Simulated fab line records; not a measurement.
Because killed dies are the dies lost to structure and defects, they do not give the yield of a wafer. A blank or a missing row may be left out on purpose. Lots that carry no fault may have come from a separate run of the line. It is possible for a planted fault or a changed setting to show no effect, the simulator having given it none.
fab line records	flow sky130
record lots=6	wafers=18	last_day=50
route steps=708 shown VIA2@523 METAL3@532 CAPM@537 PAD_OPEN@708
lots that met no fault: from a run of the same line without faults
start_h: hours from the record's opening day to when the first of the lot's shown wafers began	wait_h: hours from the lot's prior step to this one	" as in the row above	L1.1+2: several wafers, shown together as one row	- value missing, or start not given	* or withheld: withheld	< > ~ a bound
route shown NAME@n: names a module that has steps shown in the file, with the first one's number in the route	usual: the fault-free wafers' mean and standard deviation	same: alike in all rows	chamber/n: place in a boat	sites: the reading at each site	_std_site: standard deviation of those values	_edge_site: inner sites' mean taken away from outer sites' mean	radius_mm: how far each site lies from the wafer's centre	mask NAME#n: copy n	behind: tool/chamber where the wafer was last shaped	hold: cause of the lot's hold/its duration in hours/its outcome	device: names the non-switching transistor (n, p or np)	end of line: at the end of the route, the tests of the same wafers	for a step that has no rows: nothing shown but its recipe	killed: not the wafer's yield, but the dies lost to structure and defects at the first sort	map: per-die view of a wafer (x killed, . not killed, _ where there is no die)
set.NAME: the run value of the setting; set.NAME@STEP: its run value at that earlier step	model.NAME: the simulator's own value behind a step, which no gauge read
certain route steps with their lots: each step a table, each wafer a row
services: the hour from which a tool's chamber was out of use, counted from the record's first day as start_h (under 0 if before that day), plus the number of hours and why
## steps
# step SKY_VIA2_STRIP_16
# recipe chemistry=O2/N2	power_w=1400	pressure_mtorr=1500	platen_temp_c=withheld	o2_flow_sccm=3000	n2_flow_sccm=300	overash_fraction=0.5
# step SKY_VIA2_STRIP_17
# recipe chemistry=post_etch_residue_remover	time_s=1200	temp_c=72.5
# step SKY_VIA2_CLEAN_18
# recipe chemistry=IPA	time_s=180	temp_c=25
# step SKY_VIA2_CLEAN_19
# recipe chemistry=O3/DIW	dry=n2_spin
# step SKY_VIA2_SPUTTER_20
# recipe material=TiN	target_thk_nm=20	chamber_pressure_pa=5	power_w=4000	time_s=80
# step SKY_VIA2_CVD_21
# recipe material=W	target_thk_nm=420	time_s=126.4	temp_c=400	pressure_torr=40
# usual heater_power_w=817/98
# same time_s=126.4
lot.wafer	tool	chamber	start_h	wait_h	heater_power_w
L721.2	cvd_w-01	1	915.10	0.0	675
L721.3	"	1	"	"	688
L721.5	"	0	"	"	933
L723.2	cvd_w-02	0	924.27	0.1	777
L723.3	"	0	"	"	783
L723.6	"	0	"	"	748
L725.2	cvd_w-02	1	941.26	0.0	867
L725.4	"	1	"	"	855
L725.6	"	0	"	"	803
L730.4	cvd_w-01	0	967.93	0.1	955
L730.5	"	1	"	"	676
L730.6	"	0	"	"	946
L733.2	cvd_w-02	0	983.51	0.0	780
L733.3	"	1	"	"	856
L733.6	"	0	"	"	781
L735.3	cvd_w-02	1	997.53	0.1	870
L735.5	"	1	"	"	869
L735.6	"	0	"	"	774
# step SKY_VIA2_RS_MEAS_22
# recipe thk_meas_gauge=four-point-probe	reads=W_of_VIA2_CVD_21+TiN_of_VIA2_SPUTTER_20
# usual VIA2_W_RS=0.271/0.0031
lot.wafer	tool	chamber	start_h	wait_h	VIA2_W_RS[ohm/sq]
L721.2	film_metro-03	-	915.25	0.1	0.276
L721.3	"	-	"	"	0.273
L721.5	"	-	"	"	0.271
L723.2	film_metro-01	-	924.51	0.2	0.275
L723.3	"	-	"	"	0.274
L723.6	"	-	"	"	0.274
L725.2	film_metro-02	-	941.41	0.1	0.271
L725.4	"	-	"	"	0.269
L725.6	"	-	"	"	0.271
L730.4	film_metro-01	-	968.07	0.1	0.276
L730.5	"	-	"	"	0.273
L730.6	"	-	"	"	0.275
L733.2	film_metro-03	-	983.66	0.1	0.272
L733.3	"	-	"	"	0.274
L733.6	"	-	"	"	0.274
L735.3	film_metro-02	-	997.65	0.1	0.265
L735.5	"	-	"	"	0.266
L735.6	"	-	"	"	0.266
# step SKY_VIA2_THK_MEAS_23
# recipe thk_meas_gauge=xrf	reads=W_of_VIA2_CVD_21
# usual VIA2_W_THK=427/7.9
lot.wafer	tool	chamber	start_h	wait_h	VIA2_W_THK[nm]
L721.2	film_metro-03	-	915.36	0.1	428
L721.3	"	-	"	"	434
L721.5	"	-	"	"	441
L723.2	film_metro-01	-	924.62	0.1	417
L723.3	"	-	"	"	418
L723.6	"	-	"	"	419
L725.2	film_metro-02	-	941.52	0.1	423
L725.4	"	-	"	"	423
L725.6	"	-	"	"	425
L730.4	film_metro-01	-	968.16	0.1	413
L730.5	"	-	"	"	416
L730.6	"	-	"	"	414
L733.2	film_metro-03	-	983.77	0.1	438
L733.3	"	-	"	"	433
L733.6	"	-	"	"	436
L735.3	film_metro-02	-	997.75	0.1	435
L735.5	"	-	"	"	433
L735.6	"	-	"	"	434
# step SKY_VIA2_CMP_24
# recipe stop_on=SiO2	t_overpolish_s=20	down_force_psi=3.5	platen_rpm=60	target_thk_nm=0	pad_velocity_m_s=0.94248
# usual motor_current_A=10.8/0.57	overpolish_run_s=19.999/0.01	slurry_flow_ml_min=150.0/0.47	time_to_endpoint_s=103/3.8
lot.wafer	tool	chamber	start_h	wait_h	motor_current_A	overpolish_run_s	slurry_flow_ml_min	time_to_endpoint_s
L721.3	cmp-01	0	916.00	0.6	9.8	19.995	150.4	110
L721.2	"	3	"	"	11.3	20.029	150.6	102
L721.5	"	0	"	"	9.5	20.002	149.8	108
L723.3	cmp-01	0	924.72	0.1	9.5	20.006	150.5	105
L723.2	"	2	"	"	10.4	20.010	149.6	98
L723.6	"	3	"	"	11.8	20.010	149.6	100
L725.2	cmp-02	3	941.67	0.1	11.5	20.000	150.1	104
L725.4	"	0	"	"	10.4	19.997	150.3	101
L725.6	"	1	"	"	11.1	19.995	150.6	97
L730.4	cmp-01	0	968.19	0.0	9.8	19.994	149.3	104
L730.6	"	0	"	"	9.9	20.002	149.5	103
L730.5	"	1	"	"	10.3	20.002	149.8	104
L733.3	cmp-02	1	983.87	0.1	10.9	19.979	149.8	105
L733.2	"	2	"	"	11.5	19.996	150.0	105
L733.6	"	0	"	"	10.6	19.990	150.5	108
L735.3	cmp-02	0	997.94	0.2	10.8	19.971	150.2	110
L735.5	"	1	"	"	10.8	19.994	150.2	106
L735.6	"	2	"	"	11.1	19.987	149.1	108
# step SKY_METAL3_SPUTTER_00
# recipe material=Ti	target_thk_nm=15	power_w=3000	time_s=10	chamber_pressure_pa=0.4
# step SKY_METAL3_SPUTTER_01
# recipe material=TiN	target_thk_nm=20	power_w=6500	time_s=16.7	chamber_pressure_pa=0.4
# usual throttle_valve_pct=29.9/1.4
# same time_s=16.7
lot.wafer	tool	chamber	start_h	wait_h	throttle_valve_pct
L721.2	pvd_sputter-01	-	916.32	0.0	30.4
L721.3	"	-	"	"	27.8
L721.5	"	-	"	"	28.1
L723.2	pvd_sputter-01	-	924.99	0.0	28.3
L723.3	"	-	"	"	30.2
L723.6	"	-	"	"	30.1
L725.2	pvd_sputter-04	-	941.89	0.0	31.5
L725.4	"	-	"	"	29.3
L725.6	"	-	"	"	30.6
L730.4	pvd_sputter-01	-	968.52	0.0	30.0
L730.5	"	-	"	"	28.6
L730.6	"	-	"	"	30.5
L733.2	pvd_sputter-01	-	984.15	0.0	30.1
L733.3	"	-	"	"	27.6
L733.6	"	-	"	"	28.5
L735.3	pvd_sputter-02	-	998.12	0.0	30.8
L735.5	"	-	"	"	29.7
L735.6	"	-	"	"	29.7
# step SKY_METAL3_SPUTTER_02
# recipe material=AlCu	target_thk_nm=735	power_w=10600	time_s=39.1	chamber_pressure_pa=0.4
# usual throttle_valve_pct=29.9/1.4
# same time_s=39.1
lot.wafer	tool	chamber	start_h	wait_h	throttle_valve_pct
L721.2	pvd_sputter-01	-	916.35	0.0	30.3
L721.3	"	-	"	"	27.9
L721.5	"	-	"	"	28.4
L723.2	pvd_sputter-01	-	925.02	0.0	28.1
L723.3	"	-	"	"	30.0
L723.6	"	-	"	"	30.2
L725.2	pvd_sputter-04	-	941.92	0.0	31.6
L725.4	"	-	"	"	29.8
L725.6	"	-	"	"	30.5
L730.4	pvd_sputter-01	-	968.54	0.0	30.2
L730.5	"	-	"	"	27.8
L730.6	"	-	"	"	30.2
L733.2	pvd_sputter-01	-	984.17	0.0	30.2
L733.3	"	-	"	"	27.7
L733.6	"	-	"	"	28.4
L735.3	pvd_sputter-02	-	998.14	0.0	31.0
L735.5	"	-	"	"	30.0
L735.6	"	-	"	"	30.2
# step SKY_METAL3_SPUTTER_03
# recipe material=Ti	target_thk_nm=5	power_w=3000	time_s=3.3	chamber_pressure_pa=0.4
# usual throttle_valve_pct=29.9/1.4
# same time_s=3.3
lot.wafer	tool	chamber	start_h	wait_h	throttle_valve_pct
L721.2	pvd_sputter-01	-	916.39	0.0	30.3
L721.3	"	-	"	"	27.7
L721.5	"	-	"	"	28.3
L723.2	pvd_sputter-01	-	925.05	0.0	28.4
L723.3	"	-	"	"	30.2
L723.6	"	-	"	"	30.0
L725.2	pvd_sputter-04	-	941.96	0.0	31.3
L725.4	"	-	"	"	29.5
L725.6	"	-	"	"	30.4
L730.4	pvd_sputter-01	-	968.58	0.0	30.1
L730.5	"	-	"	"	28.1
L730.6	"	-	"	"	30.1
L733.2	pvd_sputter-01	-	984.21	0.0	30.3
L733.3	"	-	"	"	28.0
L733.6	"	-	"	"	28.1
L735.3	pvd_sputter-02	-	998.18	0.0	30.7
L735.5	"	-	"	"	29.7
L735.6	"	-	"	"	30.1
# step SKY_METAL3_SPUTTER_04
# recipe material=TiN	target_thk_nm=70	power_w=6500	time_s=58.3	chamber_pressure_pa=0.4
# step SKY_CAPM_CVD_00
# recipe material=SiO2	target_thk_nm=15.5	temp_c=400	time_s=withheld	rf_w=450
# usual heater_power_w=719/50
lot.wafer	tool	chamber	start_h	wait_h	heater_power_w
L721.2	pecvd-02	1	916.45	0.0	741
L721.3	"	0	"	"	624
L721.5	"	1	"	"	727
L723.2	pecvd-04	2	925.12	0.0	755
L723.3	"	0	"	"	764
L723.6	"	0	"	"	800
L725.2	pecvd-02	1	942.03	0.0	699
L725.4	"	1	"	"	687
L725.6	"	0	"	"	726
L730.4	pecvd-02	0	968.66	0.0	659
L730.5	"	2	"	"	691
L730.6	"	0	"	"	659
L733.2	pecvd-02	1	984.28	0.0	727
L733.3	"	0	"	"	738
L733.6	"	0	"	"	752
L735.3	pecvd-03	1	998.25	0.0	708
L735.5	"	1	"	"	709
L735.6	"	2	"	"	734
# step SKY_CAPM_THK_MEAS_01
# recipe reads=SiO2_of_CAPM_CVD_00
# usual CAPM_CVD_00_THK=15.59/0.27
lot.wafer	tool	chamber	start_h	wait_h	CAPM_CVD_00_THK[nm]
L721.2	film_metro-01	-	916.50	-	15.44
L721.3	"	-	"	"	15.64
L721.5	"	-	"	"	15.55
L723.2	film_metro-03	-	925.15	-	15.80
L723.3	"	-	"	"	15.48
L723.6	"	-	"	"	15.87
L725.2	film_metro-01	-	942.07	-	15.22
L725.4	"	-	"	"	15.62
L725.6	"	-	"	"	15.60
L730.4	film_metro-01	-	968.71	-	15.63
L730.5	"	-	"	"	15.50
L730.6	"	-	"	"	15.64
L733.2	film_metro-04	-	984.31	-	15.21
L733.3	"	-	"	"	15.19
L733.6	"	-	"	"	15.35
L735.3	film_metro-01	-	998.29	-	15.72
L735.5	"	-	"	"	15.95
L735.6	"	-	"	"	16.06
# step SKY_CAPM_SPUTTER_02
# recipe material=TiN	target_thk_nm=200	temp_c=300	power_w=6500	time_s=166.7	chamber_pressure_pa=0.4
# step SKY_CAPM_RS_MEAS_03
# recipe thk_meas_gauge=four-point-probe	reads=TiN_of_CAPM_SPUTTER_02
# usual CAPM_TIN_RS=6.89/0.065
lot.wafer	tool	chamber	start_h	wait_h	CAPM_TIN_RS[ohm/sq]
L721.2	film_metro-03	-	916.68	0.1	6.93
L721.3	"	-	"	"	6.98
L721.5	"	-	"	"	6.92
L723.2	film_metro-01	-	925.33	0.1	6.80
L723.3	"	-	"	"	6.75
L723.6	"	-	"	"	6.86
L725.2	film_metro-04	-	942.25	0.1	6.99
L725.4	"	-	"	"	6.89
L725.6	"	-	"	"	6.97
L730.4	film_metro-03	-	968.91	0.1	6.84
L730.5	"	-	"	"	6.90
L730.6	"	-	"	"	6.86
L733.2	film_metro-03	-	984.49	0.1	6.83
L733.3	"	-	"	"	6.88
L733.6	"	-	"	"	6.78
L735.3	film_metro-04	-	998.48	0.1	6.78
L735.5	"	-	"	"	6.83
L735.6	"	-	"	"	6.75
# step SKY_CAPM_THK_MEAS_04
# recipe thk_meas_gauge=xrf	reads=TiN_of_CAPM_SPUTTER_02
# usual CAPM_TIN_THK=198.5/2.2
lot.wafer	tool	chamber	start_h	wait_h	CAPM_TIN_THK[nm]
L721.2	film_metro-03	-	916.79	0.1	197.7
L721.3	"	-	"	"	197.1
L721.5	"	-	"	"	198.3
L723.2	film_metro-01	-	925.44	0.1	200.4
L723.3	"	-	"	"	202.1
L723.6	"	-	"	"	198.5
L725.2	film_metro-04	-	942.36	0.1	195.2
L725.4	"	-	"	"	198.5
L725.6	"	-	"	"	194.7
L730.4	film_metro-03	-	969.00	0.1	202.3
L730.5	"	-	"	"	199.7
L730.6	"	-	"	"	199.8
L733.2	film_metro-03	-	984.60	0.1	200.9
L733.3	"	-	"	"	200.0
L733.6	"	-	"	"	202.5
L735.3	film_metro-04	-	998.58	0.1	202.1
L735.5	"	-	"	"	199.8
L735.6	"	-	"	"	202.2
# step SKY_CAPM_DEHYDRATE_05
# recipe temp_c=200	time_s=60
# step SKY_CAPM_HMDS_06
# recipe prime_time_s=60	prime_temp_c=120
# step SKY_CAPM_COAT_07
# recipe resist=NOVOLAK	spin_rpm=3000	resist_thk_nm=1140
# step SKY_CAPM_SOFTBAKE_08
# recipe temp_c=90	time_s=60	resist=NOVOLAK
# step SKY_CAPM_EXPOSE_09
# recipe mask_id=CAPM	na=0.6	source_shape=conventional	sigma_outer=0.6	polarization=unpolarized	target_cd_nm=1000	dose_mj=159
# step SKY_CAPM_PEB_10
# recipe temp_c=withheld	time_s=*	resist=NOVOLAK
# step SKY_CAPM_DEVELOP_11
# recipe resist=NOVOLAK	developer=TMAH	develop_time_s=60	dev_temp_c=23
# step SKY_CAPM_OVL_MEAS_12
# usual CAPM_OVL=-1.0/1.5
lot.wafer	tool	chamber	start_h	wait_h	CAPM_OVL[nm]
L721.2	overlay-01	-	942.09	0.1	-2.2
L721.3	"	-	"	"	-1.4
L721.5	"	-	"	"	-0.1
L723.2	overlay-01	-	949.95	0.1	-0.7
L723.3	"	-	"	"	1.2
L723.6	"	-	"	"	0.3
L725.2	overlay-01	-	967.24	0.1	-0.6
L725.4	"	-	"	"	-0.2
L725.6	"	-	"	"	0.2
L730.4	overlay-01	-	993.46	0.1	-2.5
L730.5	"	-	"	"	-0.9
L730.6	"	-	"	"	-1.0
L733.2	overlay-02	-	1008.40	0.1	1.0
L733.3	"	-	"	"	1.6
L733.6	"	-	"	"	1.2
L735.3	overlay-01	-	1022.25	0.1	-2.8
L735.5	"	-	"	"	-3.9
L735.6	"	-	"	"	-4.7
# step SKY_CAPM_METAL_ETCH_13
# recipe target_depth_nm=220	stop_on=SiO2	chemistry=Cl2/BCl3	target=TiN	pressure_mtorr=10	icp_w=900	bias_w=48.5	Cl2_flow_sccm=60	bcl3_flow_sccm=30	time_s=62.9
# step SKY_CAPM_STRIP_14
# recipe chemistry=O2/N2	power_w=1400	pressure_mtorr=1500	platen_temp_c=withheld	o2_flow_sccm=3000	n2_flow_sccm=300	overash_fraction=0.5
# step SKY_CAPM_STRIP_15
# recipe chemistry=post_etch_residue_remover	time_s=1200	temp_c=72.5
# step SKY_CAPM_CLEAN_16
# recipe chemistry=IPA	time_s=180	temp_c=25
# step SKY_CAPM_CLEAN_17
# recipe chemistry=O3/DIW	dry=n2_spin
# step SKY_METAL3_DEHYDRATE_05
# recipe temp_c=200	time_s=60
# step SKY_METAL3_HMDS_06
# recipe prime_time_s=60	prime_temp_c=120
# step SKY_METAL3_COAT_07
# recipe resist=BARC	temp_c=withheld	time_s=withheld	spin_rpm=3000	resist_thk_nm=60
# step SKY_METAL3_COAT_08
# recipe resist=KrF-thick	spin_rpm=3000	resist_thk_nm=1140
# step SKY_METAL3_SOFTBAKE_09
# recipe temp_c=100	time_s=90	resist=KrF-thick
# step SKY_METAL3_EXPOSE_10
# recipe mask_id=MM3	na=0.68	source_shape=annular	sigma_inner=0.4	sigma_outer=0.8	target_cd_nm=300	dose_mj=28
# step SKY_METAL3_PEB_11
# recipe peb_temp_c=withheld	peb_time_s=withheld	resist=KrF-thick
# step SKY_METAL3_DEVELOP_12
# recipe develop_time_s=60	resist=KrF-thick	dev_temp_c=21
# step SKY_METAL3_CD_MEAS_13
# recipe target_cd_nm=300
# usual cd_nm=300.3/1.5
lot.wafer	tool	chamber	start_h	wait_h	cd_nm
L721.2	cd_sem-02	-	968.04	-	300.7
L721.3	"	-	"	"	300.2
L721.5	"	-	"	"	299.7
L723.2	cd_sem-01	-	975.21	-	299.3
L723.3	"	-	"	"	298.4
L723.6	"	-	"	"	298.3
L725.2	cd_sem-02	-	992.66	-	300.2
L725.4	"	-	"	"	299.6
L725.6	"	-	"	"	299.6
L730.4	cd_sem-01	-	1018.37	-	298.8
L730.5	"	-	"	"	298.3
L730.6	"	-	"	"	298.7
L733.2	cd_sem-02	-	1032.14	-	299.7
L733.3	"	-	"	"	298.7
L733.6	"	-	"	"	299.6
L735.3	cd_sem-02	-	1046.68	-	299.3
L735.5	"	-	"	"	300.7
L735.6	"	-	"	"	300.4
# step SKY_METAL3_OVL_MEAS_14
# usual METAL3_OVL=2/5.1
lot.wafer	tool	chamber	start_h	wait_h	METAL3_OVL[nm]
L721.2	overlay-01	-	968.14	0.1	0
L721.3	"	-	"	"	8
L721.5	"	-	"	"	-1
L723.2	overlay-02	-	975.31	0.1	4
L723.3	"	-	"	"	0
L723.6	"	-	"	"	8
L725.2	overlay-02	-	992.77	0.1	1
L725.4	"	-	"	"	0
L725.6	"	-	"	"	1
L730.4	overlay-02	-	1018.45	0.1	4
L730.5	"	-	"	"	6
L730.6	"	-	"	"	9
L733.2	overlay-01	-	1032.24	0.1	0
L733.3	"	-	"	"	0
L733.6	"	-	"	"	2
L735.3	overlay-02	-	1046.77	0.1	1
L735.5	"	-	"	"	-2
L735.6	"	-	"	"	-1
# step SKY_PAD_OPEN_PROBE_99
# usual defect_limited_yield=82.6/2	killed_at_M0_to_M3=42/6.7	killed_at_M4_up=3.0/1.9	killed_at_contacts=24/5.3	killed_at_front_end=16/4.3	killed_at_other=0.4/0.71	killed_dies=85/9.6	killed_open=46/6.5	killed_short=39/6.7	sort_bin_3_pad_short=0.9/0.46	sort_bin_5_function=10.3/1.3	sort_bin_6_memory=6.2/1.1	sort_n_pass=407/9.6	sort_yield_pct=82.6/2
# same gross_dies=492	killed_at_back_side=0	sort_bin_4_leakage[%]=0	sort_bin_8_speed[%]=0
lot.wafer	tool	chamber	start_h	wait_h	defect_limited_yield[%]	killed_at_M0_to_M3	killed_at_M4_up	killed_at_contacts	killed_at_front_end	killed_at_other	killed_dies	killed_open	killed_short	sort_bin_3_pad_short[%]	sort_bin_5_function[%]	sort_bin_6_memory[%]	sort_n_pass	sort_yield_pct[%]	model.etest.tester.sort_n_pass	model.etest.tester.sort_yield_pct	model.etest.tester.sort_bin_5_pct	model.etest.tester.sort_bin_3_pct
L723.2	prober-01	-	1142.51	0.1	86.2	30	2	25	11	0	68	39	29	0.6	9.1	4.1	424	86.2	424	86.18	9.146	0.6098
L723.3	prober-01	-	1142.56	0.2	81.9	44	2	27	16	0	89	53	36	0.6	10.6	6.9	403	81.9	403	81.91	10.57	0.6098
L723.6	prober-01	-	1142.71	0.2	82.1	45	3	23	17	0	88	51	37	1.0	10.0	6.9	404	82.1	404	82.11	9.959	1.016
L725.2	prober-01	-	1156.15	0.1	87.6	24	3	28	6	0	61	33	27	0.6	7.5	4.3	431	87.6	431	87.6	7.52	0.6098
L725.4	prober-01	-	1156.25	0.2	83.1	41	4	26	11	1	83	40	40	1.0	9.6	6.3	409	83.1	409	83.13	9.553	1.016
L725.6	prober-01	-	1156.35	0.2	84.3	30	3	26	18	0	77	43	34	0.6	10.2	4.9	415	84.3	415	84.35	10.16	0.6098
L730.4	prober-01	-	1176.82	0.2	73.8	97	0	20	12	0	129	28	37	4.7	15.4	6.1	363	73.8	363	73.78	15.45	4.675
L730.5	prober-01	-	1176.87	0.2	67.5	115	3	22	19	1	160	41	41	4.3	20.3	7.9	332	67.5	332	67.48	20.33	4.268
L730.6	prober-01	-	1176.92	0.2	67.5	112	3	33	12	0	160	48	41	5.1	18.1	9.3	332	67.5	332	67.48	18.09	5.081
L733.2	prober-01	-	1185.73	0.1	68.7	105	6	27	16	0	154	43	43	4.7	18.1	8.5	338	68.7	338	68.7	18.09	4.675
L733.3	prober-01	-	1185.78	0.2	67.3	109	5	30	17	0	161	54	42	5.7	19.3	7.7	331	67.3	331	67.28	19.31	5.691
L733.6	prober-01	-	1185.93	0.2	65.9	114	6	22	26	0	168	47	48	5.7	21.5	6.9	324	65.9	324	65.85	21.54	5.691
L735.3	prober-01	-	1196.51	0.2	81.9	42	2	31	14	0	89	53	36	0.8	10.4	6.9	403	81.9	403	81.91	10.37	0.813
L735.5	prober-01	-	1196.61	0.2	83.3	40	2	22	18	0	82	47	35	0.8	10.8	5.1	410	83.3	410	83.33	10.77	0.813
L735.6	prober-01	-	1196.66	0.2	81.9	58	3	15	13	0	89	54	35	1.4	11.4	5.3	403	81.9	403	81.91	11.38	1.423
# killed by level:class
L723.2 CONTACT:geometric_particle:open=11 VIA1:geometric_particle:open=9 LI_CONTACT:geometric_particle:open=6 METAL1:geometric_particle:short=6 VIA1:geometric_particle:short=4 VIA3:geometric_particle:open=4 FIELD_ISO:geometric_particle:short=3 LOCAL_INTERCONNECT:geometric_particle:short=3
L723.3 VIA1:geometric_particle:open=15 CONTACT:geometric_particle:open=10 VIA3:geometric_particle:open=8 LI_CONTACT:geometric_particle:open=6 POLY_GATE:geometric_particle:short=5 METAL1:geometric_particle:short=5 VIA1:geometric_particle:short=4 FIELD_ISO:geometric_particle:open=4
L723.6 VIA3:geometric_particle:open=10 CONTACT:geometric_particle:open=8 VIA2:geometric_particle:open=7 POLY_GATE:geometric_particle:open=7 LI_CONTACT:geometric_particle:open=6 METAL1:geometric_particle:short=5 VIA2:geometric_particle:short=5 CONTACT:geometric_particle:short=4
L725.2 LI_CONTACT:geometric_particle:open=12 CONTACT:geometric_particle:open=7 LOCAL_INTERCONNECT:geometric_particle:short=4 METAL2:geometric_particle:short=4 VIA2:geometric_particle:open=4 VIA3:geometric_particle:short=4 VIA1:geometric_particle:open=3 CONTACT:geometric_particle:short=3
L725.4 CONTACT:geometric_particle:open=8 VIA1:geometric_particle:open=7 VIA2:geometric_particle:open=7 LI_CONTACT:geometric_particle:open=6 LOCAL_INTERCONNECT:geometric_particle:short=5 METAL1:geometric_particle:short=5 VIA1:geometric_particle:short=5 VIA3:geometric_particle:open=4
L725.6 LI_CONTACT:geometric_particle:open=9 LI_CONTACT:geometric_particle:short=6 VIA1:geometric_particle:open=6 FIELD_ISO:geometric_particle:short=5 CONTACT:geometric_particle:short=5 VIA2:geometric_particle:open=5 POLY_GATE:geometric_particle:open=4 CONTACT:geometric_particle:open=4
L730.4 METAL3:unspecified=63 METAL2:geometric_particle:short=6 LOCAL_INTERCONNECT:geometric_particle:short=6 CONTACT:geometric_particle:open=6 VIA2:geometric_particle:open=6 CONTACT:geometric_particle:short=5 VIA1:geometric_particle:short=5 POLY_GATE:geometric_particle:short=4
L730.5 METAL3:unspecified=75 VIA1:geometric_particle:open=10 LOCAL_INTERCONNECT:geometric_particle:short=7 LI_CONTACT:geometric_particle:open=6 VIA3:geometric_particle:open=6 FIELD_ISO:geometric_particle:open=4 FIELD_ISO:geometric_particle:short=4 POLY_GATE:geometric_particle:open=4
L730.6 METAL3:unspecified=71 CONTACT:geometric_particle:open=10 VIA3:geometric_particle:open=10 LI_CONTACT:geometric_particle:open=8 METAL1:geometric_particle:short=7 VIA1:geometric_particle:open=7 CONTACT:geometric_particle:short=5 VIA2:geometric_particle:open=5
L733.2 METAL3:unspecified=68 CONTACT:geometric_particle:open=12 VIA1:geometric_particle:open=10 FIELD_ISO:geometric_particle:short=6 CONTACT:geometric_particle:short=6 VIA1:geometric_particle:short=5 VIA3:geometric_particle:open=5 FIELD_ISO:geometric_particle:open=4
L733.3 METAL3:unspecified=65 CONTACT:geometric_particle:open=15 VIA1:geometric_particle:open=9 VIA2:geometric_particle:open=9 LOCAL_INTERCONNECT:geometric_particle:short=6 CONTACT:geometric_particle:short=6 FIELD_ISO:geometric_particle:short=5 FIELD_ISO:geometric_particle:open=5
L733.6 METAL3:unspecified=73 VIA1:geometric_particle:open=11 FIELD_ISO:geometric_particle:open=9 POLY_GATE:geometric_particle:short=7 CONTACT:geometric_particle:open=7 CONTACT:geometric_particle:short=5 METAL1:geometric_particle:short=5 METAL4:geometric_particle:short=5
L735.3 CONTACT:geometric_particle:open=15 VIA3:geometric_particle:open=10 FIELD_ISO:geometric_particle:open=8 METAL1:geometric_particle:short=7 LI_CONTACT:geometric_particle:short=6 VIA1:geometric_particle:open=6 FIELD_ISO:geometric_particle:short=4 METAL2:geometric_particle:short=4
L735.5 VIA1:geometric_particle:open=15 CONTACT:geometric_particle:open=7 FIELD_ISO:geometric_particle:short=6 LI_CONTACT:geometric_particle:open=6 CONTACT:geometric_particle:short=6 VIA3:geometric_particle:open=5 FIELD_ISO:geometric_particle:open=4 POLY_GATE:geometric_particle:short=4
L735.6 VIA1:geometric_particle:open=17 VIA2:geometric_particle:open=7 CONTACT:geometric_particle:open=6 METAL1:geometric_particle:short=6 METAL2:geometric_particle:short=6 VIA3:geometric_particle:open=6 VIA3:geometric_particle:short=5 FIELD_ISO:geometric_particle:open=4
# map L730.5 (x killed, . not)
__________x......x.._________
________....x........x_______
______...x.......x......_____
_____..xx..x.........x...____
____x.......xx..........x.___
___.......xxxx..........xxx__
__...x..xxxxxxxxx.......x..._
_.....xxxxxxxxxxx.....x..x.x.
_....x..xxxxxxxxx..x..xx.....
_......xxxxxxxxxx...x...x....
_....x.xxxxxxxxxx..........x.
_.x....xxxxxxxxxxx...xx.x...x
_..x...xxxxxxxxx.xxx.........
_.......x.xxxxx.x.x....x....x
_..x.....x......x.x..........
__x....x..x.x........x.....x_
___.xx..xx.....xxxx...xx...__
____.........x........x..x___
_____x.xx.....xxx..x.....____
______.....x.........x.._____
________......x..x..x._______
__________x...x..x.._________
# map L733.6 (x killed, . not)
__________........x._________
________x...x...x....x_______
______.......x.....xx..._____
_____.x...x..x..x.......x____
____.x..xx.x.xxxx......x..___
___x.x..xxx.xx.x...x.x.....__
__......xxxxxxx.x....x....x._
_x..x...xxxxxxxx.x....x..xx..
_..x..xxxxxxxxxxx.....x......
_x.....xxxxxxxxxx.x....xx...x
_.x...xxxxxxxxxxx..x..xx...x.
_.x.....xxxxxxxxx.x.x...xxx..
_xx.x..xx.xxxxx..x.xxx.x.....
_..x...x.....x...........x...
_..x..xxx.x...x.xx.x.....x..x
__........x....x....xx......_
___xx.....xx....x..........__
____x.x...........x...x..x___
_____....x...........x...____
______.xx..............x_____
________.........x...._______
__________....xxx..._________
## services
tool	chamber	start_h	hours	kind
cmp-02	-	894.23	13.3	pm
cvd_w-01	-	894.86	2.2	repair
cvd_w-02	-	904.00	14.0	pm
cvd_w-02	0	904.00	14.0	vent_cycle
cvd_w-02	1	904.00	26.1	vent_cycle
pecvd-02	1	905.11	10.5	repair
cmp-01	-	912.00	4.0	pm
cmp-02	-	915.41	2.3	repair
cvd_w-02	1	916.26	13.8	repair
cvd_w-02	0	918.00	-	clean
cvd_w-02	1	918.00	-	clean
pvd_sputter-04	-	918.84	2.8	repair
pecvd-02	2	936.92	5.5	scheduled_down
pecvd-04	-	946.78	3.5	repair
cmp-01	-	950.76	2.6	repair
pvd_sputter-01	-	964.91	0.7	repair
cmp-02	-	972.12	3.2	repair
pvd_sputter-01	3	973.23	-	consumable_replace:kit
pvd_sputter-01	3	973.23	18.0	scheduled_down
pvd_sputter-01	3	973.23	18.0	vent_cycle
pecvd-02	-	978.25	0.3	repair
cvd_w-01	0	981.61	4.1	repair
cvd_w-01	1	986.44	8.9	repair
pvd_sputter-01	-	994.16	3.2	repair
## key
first_sign step=SKY_PAD_OPEN_PROBE_99	reading=killed_at_M0_to_M3	direction=up	sigmas=10	usual=42	struck=109
effect step=SKY_PAD_OPEN_PROBE_99	reading=sort_bin_3_pad_short	direction=up	sigmas=8.9	usual=0.9	struck=5.0
model_effect step=SKY_PAD_OPEN_PROBE_99	value=etest.tester.sort_n_pass	without=395.3	struck=336.7
met_at SKY_METAL3_SPUTTER_03
struck_wafers L730.4,L730.5,L730.6,L733.2,L733.3,L733.6
loop_trim step=SKY_VIA2_EXPOSE_09	setting=dose	lots=L730,L733
onset_between 925.05 968.58
also_fits SKY_METAL3_SPUTTER_01:pvd_sputter-01,SKY_METAL3_SPUTTER_02:pvd_sputter-01,SKY_CAPM_CVD_00:pecvd-02
fault kind=chamber_particle_source	tool=pvd_sputter-01	chamber=-	onset_h=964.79	steps=SKY_METAL3_SPUTTER_03	rate_per_visit_cm2=2.0828	end_h=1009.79
# loop_trim: a control loop set the setting to another value than it would have without faults
